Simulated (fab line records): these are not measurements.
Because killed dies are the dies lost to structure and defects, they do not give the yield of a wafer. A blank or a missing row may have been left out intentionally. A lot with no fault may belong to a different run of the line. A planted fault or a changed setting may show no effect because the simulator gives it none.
Code-filled problem report in 8D (eight disciplines) form | flow gf180mcu | the parts of the form that need people (team, actions taken, sign-off) are left out

== 1. PROBLEM STATEMENT ==
timeToEndpointS at GF_V2_CMP_04 reads a mean of 103 s on 1 wafer of 1 lot; wafers without a fault read 78 s with a standard deviation of 5.6. That puts it +4.5 standard deviations away from the usual mean.
The step: polishes SiO2.
First observed at day 22 00:54: wafer L994.6, on cmp-02. The record holds 33 wafers of 11 lots with a number at this step. By rule, "out" or "out of limits" means more than 4 standard deviations away from the usual mean. All remaining wafers that have a number are taken as sound.

== 2. WHAT IT IS, AND WHAT IT ISN'T ==
question                    | is                | is not
which readings at this step | timeToEndpointS   | slurryFilterDpKPa
which lots                  | L994              | L101, L103, L106, L108, L109, L110, L987, L988, L989, L990
which wafers of those lots  | L994.6            | L994.1, L994.4
read on which tools         | cmp-02            | cmp-01
when                        | from day 22 00:54 | up to then (14 sound wafers); but 18 sound wafers of L101, L103, L106, L108, L109, L110 came after

== 3. THE SUSPECTS, EACH WITH WHAT RULES IT OUT ==
Counting: a tool at a process step up to the reading stays a suspect if it ran every lot that is out. Sound lots after the first of them don't rule it out here, since some wafers of a struck lot are sound.
- pvdSputter-01 at GF_V1_SPUTTER_22 (material TiN, target thk 10 nm, time 40 s): kept. L994, the lot that is out, went through it at day 20 23:44; up to then, the latest sound lot through it was L989 at day 18 21:53.
- plasmaAsher-01 at GF_M2_STRIP_17 (strips in O2/N2): kept. It ran the lot that is out, L994 (day 21 23:58).
- cmp-02 at GF_V2_CMP_04 (polishes SiO2): kept. L994, the lot that is out, went through it at day 22 00:54; up to then, the latest sound lot through it was L990 at day 20 10:14. Its own timeToEndpointS readings are out on those wafers.
- Within plasmaAsher-01 at GF_M2_STRIP_17, the wafers that are out were processed in chamber 1 and their sound lot-mates in chamber 0.
The count leaves pvdSputter-01 at GF_V1_SPUTTER_22, plasmaAsher-01 at GF_M2_STRIP_17, and cmp-02 at GF_V2_CMP_04.

== 4. THE CAUSE (what the simulator had put in) ==
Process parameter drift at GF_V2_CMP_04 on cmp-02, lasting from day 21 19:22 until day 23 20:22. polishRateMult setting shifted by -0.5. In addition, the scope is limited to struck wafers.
Counting left 3 suspects, and this tool is among them.

== 5. THE EFFECT CHAIN, in route order ==
Rows list readings where the struck wafers' mean (over those with a number) sits beyond 3 standard deviations from the usual. Only readings whose record carries a usual standard deviation are examined. hours: median over the lots of the time between each lot's start at the first step of this table that gives one and its start at this step. sigmas: the change, counted in usual standard deviations.
hours | step          | reading         | usual      | on struck wafers | change | sigmas
0     | GF_V2_CMP_04  | timeToEndpointS | 78 s       | 103              | +25    | +4.5
-     | GF_V2_ETCH_17 | oesProductAu    | 0.856 a.u. | 0.919            | +0.063 | +14
Process steps it contains:
- GF_V2_CMP_04: polishes SiO2.
- GF_V2_ETCH_17: etches SiO2 in C4F8/O2/Ar, stops on TiN, target depth 630 nm.
Later measuring or inspecting steps at which every struck wafer that the step has a row for has a number for every such reading, and none has moved that far: GF_V2_BOW_MEAS_05, GF_V2_CD_MEAS_14.

== 6. WHAT WOULD HAVE CAUGHT IT SOONER ==
In this record no reading fell out of limits until day 22 00:54, 6 hours after the fault had begun at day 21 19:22.
